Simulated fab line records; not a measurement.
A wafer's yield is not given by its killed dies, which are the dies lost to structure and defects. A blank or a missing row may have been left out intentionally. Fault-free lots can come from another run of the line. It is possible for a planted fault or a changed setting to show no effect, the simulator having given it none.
Which of the tools did it? | flow gf180mcu | Sampling: 11 lots, 33 wafers, 2 of 602 route steps

## WHAT EACH GAUGE READ, for each wafer
GF_MIM_THK_MEAS_06.
lot  | measured     | on           | MIM_CVD_05_THK (nm)
L999 | day 24 12:23 | filmMetro-03 | 41.6 42.1 42.7
L101 | day 25 05:11 | filmMetro-04 | 41.6 41.6 42.3
L102 | day 25 17:53 | filmMetro-03 | 41.5 42.1 42.3
L106 | day 26 18:36 | filmMetro-03 | 42.7 41.8 42.6
L109 | day 27 16:09 | filmMetro-04 | 41.8 42.8 42.5
L111 | day 28 12:03 | filmMetro-04 | 41.9 41.9 42.5
L112 | day 28 16:08 | filmMetro-04 | 41.2 42.1 41.4
L113 | day 29 02:38 | filmMetro-03 | 42.1 40.8 41.3
L120 | day 30 21:04 | filmMetro-01 | 40.6 41.5 41.9
L121 | day 31 05:39 | filmMetro-04 | 40.9 41.9 41.4
L122 | day 31 11:31 | filmMetro-03 | 41.3 42.1 42.0

## WHICH TOOL RAN EACH LOT (tool, then ch and the chambers of the sampled wafers, then the start)
lot  | GF_MIM_SPUTTER_03
L999 | pvdSputter-01, day 24 12:17
L101 | pvdSputter-02, day 25 05:06
L102 | pvdSputter-02, day 25 17:47
L106 | pvdSputter-02, day 26 18:29
L109 | pvdSputter-01, day 27 16:02
L111 | pvdSputter-01, day 28 11:56
L112 | pvdSputter-02, day 28 16:01
L113 | pvdSputter-02, day 29 02:31
L120 | pvdSputter-03, day 30 20:58
L121 | pvdSputter-03, day 31 05:33
L122 | pvdSputter-02, day 31 11:26
- GF_MIM_SPUTTER_03: material Ti, target thk 10 nm, time 6.7 s.

## THE ANSWER, worked out from the rows above alone
Rule: what is usual is taken from the lots themselves. The widest of any qualifying gaps counts: lots, ordered by their means at a reading, are off when they make up no more than a third of the lots, leave a main group of 4 or more, and stand apart from it by 3 or more times the standard deviation of that group's means. The tables above print the reading to a certain number of digits; a main group whose means all agree to those digits is not used. Also off: a lot with no number at a reading for which 4 or more lots have one. Any other lot the step has rows for is counted as sound.
Nothing can be told from this: no lot is off at any reading shown.

## WHAT WAS PUT IN BY THE SIMULATOR
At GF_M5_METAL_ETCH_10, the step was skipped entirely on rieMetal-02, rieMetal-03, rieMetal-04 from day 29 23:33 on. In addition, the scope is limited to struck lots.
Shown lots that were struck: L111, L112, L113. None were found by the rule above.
